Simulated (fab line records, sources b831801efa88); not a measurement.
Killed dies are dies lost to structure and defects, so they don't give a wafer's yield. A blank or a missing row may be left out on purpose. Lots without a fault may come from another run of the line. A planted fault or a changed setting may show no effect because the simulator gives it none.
fab line records | flow sky130
record lots=13 wafers=39 last_day=50
route steps=708 shown LOCAL_INTERCONNECT@387 CONTACT@433 METAL2@498 VIA2@521
lots that met no fault: from a run of the same line without faults
start_h: hours from the record's first day to the start of the lot's first wafer shown | wait_h: hours since the lot's step before | " the same as in the row above | L1.1+2: a row that stands for several wafers | - no value, or no start given | * or withheld: withheld | < > ~ a bound
route shown NAME@n: a module of which the file shows steps, and the number in the route of the first | usual: mean/standard deviation of fault-free wafers | same: alike in all rows | chamber/n: place in a boat | sites: the reading at each site | _std_site: their standard deviation | _edge_site: outer sites' mean less inner sites' | radius_mm: how far each site lies from the wafer's centre | mask NAME#n: copy n | behind: the tool/chamber that last shaped the wafer | hold: why the lot was held/for how many hours/how that ended | device: the transistor (n, p or np) that didn't switch | end of line: the same wafers' tests at the end of the route | a step without rows: its recipe alone | killed: dies lost to structure and defects at the first sort, not the wafer's yield | map: a wafer's dies, x killed, . not, _ none there
set.NAME: the setting as run; set.NAME@STEP: as run at that earlier step | model.NAME: the simulator's own value behind a step, which no gauge read
steps of the route over a sample of lots; a table a step, a row a wafer
services: from which hour (start_h, from the record's first day; less than 0 if before it) a tool's chamber was out of use, for how many hours, and why
## steps
# step SKY_LOCAL_INTERCONNECT_SPUTTER_00
# recipe material=TiN target_thk_nm=100 temp_c=300 power_w=6316 time_s=83.3 chamber_pressure_pa=0.4
# usual throttle_valve_pct=30.0/1.2
# columns lot.wafer tool chamber start_h wait_h throttle_valve_pct
L668.2 pvd_sputter-02 - 681.81 0.1 31.3
L668.3 " - " " 31.8
L668.6 " - " " 29.1
L667.1 pvd_sputter-01 - 682.76 0.2 31.3
L667.3 " - " " 28.4
L667.6 " - " " 31.0
L669.1 pvd_sputter-01 - 695.80 0.2 29.1
L669.3 " - " " 28.5
L669.4 " - " " 30.3
L671.2 pvd_sputter-04 - 732.76 0.2 31.0
L671.3 " - " " 28.4
L671.5 " - " " 29.2
L672.3 pvd_sputter-02 - 733.10 0.1 31.7
L672.4 " - " " 29.3
L672.6 " - " " 29.0
L677.1 pvd_sputter-01 - 761.68 0.2 28.4
L677.2 " - " " 28.9
L677.5 " - " " 29.0
L681.2 pvd_sputter-04 - 791.48 0.1 29.5
L681.3 " - " " 28.3
L681.5 " - " " 30.3
L682.1 pvd_sputter-04 - 797.81 0.2 31.1
L682.4 " - " " 29.3
L682.5 " - " " 29.3
L687.1 pvd_sputter-01 - 836.91 0.2 28.9
L687.5 " - " " 28.4
L687.6 " - " " 30.6
L686.1 pvd_sputter-02 - 838.41 0.1 31.4
L686.2 " - " " 31.4
L686.6 " - " " 31.6
L688.3 pvd_sputter-02 - 840.47 0.1 31.8
L688.5 " - " " 31.5
L688.6 " - " " 31.9
L689.1 pvd_sputter-02 - 846.38 0.1 29.3
L689.3 " - " " 31.3
L689.4 " - " " 31.8
L690.1 pvd_sputter-02 - 853.83 0.1 31.3
L690.3 " - " " 28.4
L690.5 " - " " 31.5
# step SKY_CONTACT_CMP_27
# recipe stop_on=SiO2 t_overpolish_s=15 down_force_psi=3.5 platen_rpm=60 target_thk_nm=0 pad_velocity_m_s=0.94248
# usual motor_current_A=10.8/0.8 overpolish_run_s=15.000/0.0097 t_overpolish_s=15/0 time_to_endpoint_s=81.6/2.3
# columns lot.wafer tool chamber start_h wait_h motor_current_A overpolish_run_s t_overpolish_s time_to_endpoint_s
L668.2 cmp-01 2 740.31 0.1 10.8 14.979 15 78.4
L668.3 " 0 " " 11.8 15.006 15 77.1
L668.6 " 2 " " 10.0 15.001 15 82.7
L667.1 cmp-01 2 741.81 0.1 10.4 14.983 15 77.9
L667.3 " 3 " " 10.9 15.006 15 84.5
L667.6 " 0 " " 11.8 14.976 15 83.1
L669.1 cmp-01 0 754.62 0.1 11.9 14.994 15 81.6
L669.3 " 1 " " 10.0 15.000 15 83.0
L669.4 " 3 " " 11.1 15.004 15 87.4
L671.3 cmp-02 1 789.97 0.1 12.0 14.995 15 84.6
L671.2 " 3 " " 11.3 14.997 15 79.4
L671.5 " 1 " " 12.7 15.014 15 81.9
L672.4 cmp-01 2 791.81 0.1 10.0 11.790 11.784 82.4
L672.3 " 3 " " 11.1 14.995 15 84.3
L672.6 " 1 " " 9.8 15.016 15 83.1
L677.2 cmp-01 2 816.90 0.1 10.0 11.791 11.784 80.2
L677.1 " 0 " " 11.8 15.003 15 80.1
L677.5 " 2 " " 9.9 11.783 11.784 78.8
L681.3 cmp-02 0 847.48 0.0 10.5 14.997 15 80.5
L681.2 " 1 " " 12.2 14.998 15 83.8
L681.5 " 0 " " 10.2 15.002 15 82.7
L682.1 cmp-02 3 853.15 0.1 11.6 15.009 15 85.1
L682.4 " 0 " " 10.4 15.003 15 82.0
L682.5 " 3 " " 10.8 14.991 15 86.1
L687.1 cmp-02 0 891.02 0.1 11.0 15.006 15 78.9
L687.6 " 0 " " 10.5 15.008 15 81.7
L687.5 " 1 " " 12.5 15.014 15 82.0
L686.1 cmp-01 2 892.38 0.1 10.6 14.991 15 83.0
L686.2 " 0 " " 11.5 14.990 15 81.3
L686.6 " 1 " " 9.5 15.001 15 80.7
L688.3 cmp-01 3 895.62 0.2 11.0 15.001 15 80.4
L688.5 " 0 " " 11.2 14.995 15 79.7
L688.6 " 1 " " 9.8 15.009 15 78.9
L689.4 cmp-01 0 900.63 0.0 11.4 15.007 15 78.9
L689.1 " 1 " " 9.9 14.991 15 82.3
L689.3 " 3 " " 11.6 14.995 15 84.7
L690.3 cmp-01 0 908.05 0.1 11.8 14.990 15 78.9
L690.1 " 1 " " 9.9 15.011 15 81.3
L690.5 " 3 " " 11.1 15.005 15 81.1
# step SKY_METAL2_CD_MEAS_15
# recipe target_cd_nm=140
# usual cd_nm=140.0/1.2
# columns lot.wafer tool chamber start_h wait_h cd_nm
L668.2 cd_sem-02 - 823.43 - 139.9
L668.3 " - " " 141.0
L668.6 " - " " 142.5
L667.1 cd_sem-02 - 826.15 - 137.9
L667.3 " - " " 138.8
L667.6 " - " " 138.8
L669.1 cd_sem-02 - 837.21 - 138.4
L669.3 " - " " 140.1
L669.4 " - " " 139.0
L671.2 cd_sem-01 - 872.62 - 140.7
L671.3 " - " " 141.4
L671.5 " - " " 140.9
L672.3 cd_sem-01 - 874.49 - 141.5
L672.4 " - " " 141.0
L672.6 " - " " 140.3
L677.1 cd_sem-01 - 898.17 - 141.1
L677.2 " - " " 141.2
L677.5 " - " " 140.2
L681.2 cd_sem-01 - 928.29 - 138.7
L681.3 " - " " 140.3
L681.5 " - " " 139.3
L682.1 cd_sem-01 - 932.47 - 141.0
L682.4 " - " " 140.7
L682.5 " - " " 141.5
L687.1 cd_sem-01 - 968.66 - 137.6
L687.5 " - " " 138.4
L687.6 " - " " 139.4
L686.1 cd_sem-01 - 970.22 - 139.9
L686.2 " - " " 139.8
L686.6 " - " " 139.4
L688.3 cd_sem-02 - 972.81 - 138.1
L688.5 " - " " 140.8
L688.6 " - " " 140.2
L689.1 cd_sem-02 - 978.16 - 141.0
L689.3 " - " " 140.5
L689.4 " - " " 140.8
L690.1 cd_sem-02 - 985.00 - 141.1
L690.3 " - " " 140.3
L690.5 " - " " 140.4
# step SKY_VIA2_ETCH_14
# recipe chemistry=N2/H2 target=BARC ion_energy_ev=200 source_w=500 bias_w=100 pressure_mtorr=30 n2_flow_sccm=100 h2_flow_sccm=200 stop_on=SiO2 time_s=45.9 target_depth_a=600
# usual drypump_motor_current_A=5.7/0.62 h2_flow_sccm=200.0/0.6 oes_product_au=0.855/0.0051 throttle_valve_pct=13.225/0.0083
# columns lot.wafer tool chamber start_h wait_h drypump_motor_current_A h2_flow_sccm oes_product_au rf_hours_counter_h throttle_valve_pct
L668.2 rie_diel-03 2 851.19 0.0 6.6 200.8 0.853 13 13.219
L668.3 " 3 " " 4.7 199.9 0.850 14 13.214
L668.6 " 1 " " 5.4 199.7 0.853 - 13.223
L667.1 rie_diel-01 3 853.68 0.0 5.2 199.9 0.851 6 13.216
L667.3 " 2 " " 5.5 200.1 0.853 5 13.237
L667.6 " 2 " " 5.4 199.6 0.860 - 13.231
L669.1 rie_diel-03 0 864.28 0.0 5.8 200.0 0.855 22 13.231
L669.3 " 3 " " 4.8 199.1 0.850 15 13.232
L669.4 " 2 " " 6.6 200.2 0.852 13 13.231
L671.2 rie_diel-01 1 900.29 0.0 6.4 200.5 0.856 4 13.221
L671.3 " 2 " " 5.5 199.4 0.860 7 13.225
L671.5 " 3 " " 5.2 199.7 0.855 - 13.238
L672.3 rie_diel-03 3 902.16 0.0 4.7 199.1 0.858 16 13.231
L672.4 " 3 " " 4.7 199.1 0.860 - 13.232
L672.6 " 1 " " 5.5 200.6 0.855 - 13.248
L677.1 rie_diel-01 2 925.14 0.0 5.5 200.5 0.855 7 13.220
L677.2 " 3 " " 5.2 199.4 0.856 8 13.201
L677.5 " 3 " " 5.1 199.6 0.851 - 13.214
L681.2 rie_diel-03 0 954.51 0.0 5.8 201.0 0.851 25 13.216
L681.3 " 2 " " 6.6 199.7 0.856 16 13.213
L681.5 " 0 " " 5.8 199.7 0.854 - 13.212
L682.1 rie_diel-03 3 958.41 0.0 4.7 200.6 0.852 18 13.229
L682.4 " 0 " " 5.8 198.8 0.867 26 13.224
L682.5 " 2 " " 6.6 199.1 0.852 - 13.232
L687.1 rie_diel-01 1 994.39 0.0 6.4 200.4 0.859 7 13.231
L687.5 " 3 " " 5.2 199.3 0.854 - 13.229
L687.6 " 0 " " 6.6 199.8 0.853 - 13.224
L686.1 rie_diel-04 3 995.34 0.0 6.6 201.2 0.857 23 13.228
L686.2 " 1 " " 5.9 201.1 0.861 23 13.208
L686.6 " 1 " " 5.9 200.6 0.859 - 13.230
L688.3 rie_diel-04 1 997.78 0.0 5.9 199.1 0.858 23 13.227
L688.5 " 0 " " 5.5 200.4 0.851 - 13.218
L688.6 " 1 " " 5.9 199.8 0.865 - 13.235
L689.1 rie_diel-04 0 1003.88 0.0 5.5 200.2 0.849 11 13.224
L689.3 " 3 " " 6.6 199.8 0.855 23 13.215
L689.4 " 2 " " 5.1 200.1 0.859 7 13.221
L690.1 rie_diel-03 2 1009.58 0.0 6.6 200.3 0.858 18 13.208
L690.3 " 1 " " 5.4 200.4 0.856 6 13.232
L690.5 " 0 " " 5.8 201.1 0.850 - 13.227
## services
# columns tool chamber start_h hours kind
pvd_sputter-01 - 662.16 14.2 repair
cmp-02 - 668.07 1.4 repair
pvd_sputter-01 - 671.48 8.3 repair
cmp-01 - 684.78 0.5 repair
rie_diel-03 2 690.84 7.1 repair
cmp-02 - 706.80 4.2 repair
cmp-01 - 723.94 0.3 repair
rie_diel-03 1 734.82 10.1 repair
cmp-02 - 744.03 4.0 pm
rie_diel-03 3 765.11 2.9 repair
rie_diel-01 3 770.78 11.6 repair
rie_diel-01 1 796.84 9.5 repair
cmp-02 - 818.41 2.4 repair
cmp-02 - 820.82 7.1 pm
rie_diel-03 - 824.77 0.7 repair
rie_diel-03 - 832.46 14.6 pm
rie_diel-03 3 894.22 4.1 repair
rie_diel-03 2 897.71 4.5 repair
cmp-01 - 909.69 5.7 pm
cmp-01 - 915.35 4.0 pm
pvd_sputter-02 - 916.83 3.3 repair
rie_diel-03 0 976.30 5.2 repair
pvd_sputter-02 - 987.22 1.5 repair
pvd_sputter-02 - 1006.35 1.9 repair
## key
first_sign step=SKY_CONTACT_CMP_27 reading=t_overpolish_s direction=down sigmas=99+ usual=15 struck=11.784
effect step=SKY_CONTACT_CMP_27 reading=overpolish_run_s direction=down sigmas=99+ usual=15.000 struck=11.788
met_at SKY_CONTACT_CMP_27
struck_lots L672,L677
struck_wafers L672.4,L677.2,L677.5
tester_left_out L672,L677
not_acting_at SKY_LOCAL_INTERCONNECT_SPUTTER_00,SKY_METAL2_CD_MEAS_15,SKY_VIA2_ETCH_14
onset_between 741.81 791.81
fault kind=process_parameter_drift tool=cmp-01 chamber=2 onset_h=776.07 steps=SKY_CONTACT_CMP_27 channel=t_overpolish_s offset=-3.2161 shape=step end_h=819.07 acts_in=these_recipes_only stated=15
# tester_left_out: of these lots the tester's yield and bins aren't shown, on N5 and GAA mostly nor the transistor test; their killed dies are dies lost to structure and defects alone, not to doping, threshold or leakage, so they don't give the yield
